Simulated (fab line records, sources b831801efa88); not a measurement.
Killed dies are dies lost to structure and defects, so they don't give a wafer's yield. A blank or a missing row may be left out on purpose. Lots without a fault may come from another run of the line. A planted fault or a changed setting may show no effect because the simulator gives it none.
One fault seen from 2 desks | flow gf180mcu | each desk has only its own numbers; what lay behind them comes last

THE TOOL OWNER'S DESK: implanter-01
The tool's own readings at GF_HV_LDD_IMPLANT_09: means of the sampled wafers that have a number, for each lot that ran on this tool. A lot is out of limits, marked OUT, if its mean lies more than 4 standard deviations from the usual mean; the brackets give that distance.
Columns: A = beam_energy_keV at GF_HV_LDD_IMPLANT_09, usual 39.997; B = dose_ions_cm2 at GF_HV_LDD_IMPLANT_09, usual 1e+14
lot  | first seen here | A      | B
L306 | day 10 15:22    | 40.025 | 1e+14
L309 | day 11 09:20    | 40.002 | 1e+14
L314 | day 13 05:16    | 39.984 | 1e+14
L316 | day 13 17:52    | 39.989 | 1e+14
L323 | day 16 07:47    | 39.991 | 1e+14 (-25) OUT
L325 | day 16 18:16    | 40.015 | 1e+14 (-24) OUT
This desk's finding: out of limits on L323, L325; first on L323, day 16 07:47 (dose_ions_cm2 at GF_HV_LDD_IMPLANT_09). In limits: L306, L309, L314, L316.

THE METROLOGY DESK
What the gauges read, lot by lot, whatever tool the lot ran on: means of the sampled wafers that have a number. A lot is out of limits, marked OUT, if its mean lies more than 4 standard deviations from the usual mean; the brackets give that distance.
Columns: A = HV_LDD_2_TW at GF_HV_LDD_TW_MEAS_23, usual 1054; B = HV_LDD_RS at GF_HV_LDD_RS_MEAS_53, usual 418.0 ohm/sq; C = cd_nm at GF_PSD_CD_MEAS_07, usual 399.1 nm
lot  | first seen here | A    | B                | C
L304 | day 10 20:58    | 1056 | 418.5            | 402.2
L306 | day 11 09:53    | 1052 | 418.8            | 399.9
L307 | day 11 20:04    | 1052 | 418.0            | 397.7
L308 | day 12 02:29    | 1055 | 418.4            | 399.9
L309 | day 12 04:42    | 1055 | 417.0            | 401.1
L310 | day 12 15:08    | 1055 | 417.9            | 398.8
L312 | day 13 04:32    | 1051 | 417.7            | 399.2
L313 | day 13 12:58    | 1056 | 416.9            | 396.2
L314 | day 14 02:05    | 1051 | 418.2            | 399.6
L315 | day 14 06:22    | 1061 | 418.5            | 400.7
L316 | day 14 15:25    | 1053 | 418.0            | 400.5
L323 | day 17 06:45    | 1060 | 423.2 (+6.3) OUT | 397.2
L324 | day 17 11:19    | 1055 | 419.2            | 398.7
L325 | day 17 17:44    | 1061 | 423.0 (+6.1) OUT | 398.9
This desk's finding: out of limits on L323, L325; first on L323, day 19 07:44 (HV_LDD_RS at GF_HV_LDD_RS_MEAS_53). In limits: L304, L306, L307, L308, L309, L310, L312, L313, L314, L315, L316, L324.

PUT TOGETHER
The tool owner's desk could have raised an alarm at day 16 07:47, on L323, L325.
The metrology desk could have raised an alarm at day 19 07:44, on L323, L325.
Of the lots named, all ran GF_HV_LDD_IMPLANT_09 on implanter-01.

WHAT THE SIMULATOR HAD PUT IN
Process parameter drift: implanter-01, from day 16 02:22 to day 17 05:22, at GF_HV_LDD_IMPLANT_09. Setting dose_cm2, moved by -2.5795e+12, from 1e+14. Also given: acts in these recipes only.
Lots struck among those shown: L323, L325.
Hours from the fault's start to each desk's first reading out of limits: the tool owner's desk, 5; the metrology desk, 77.
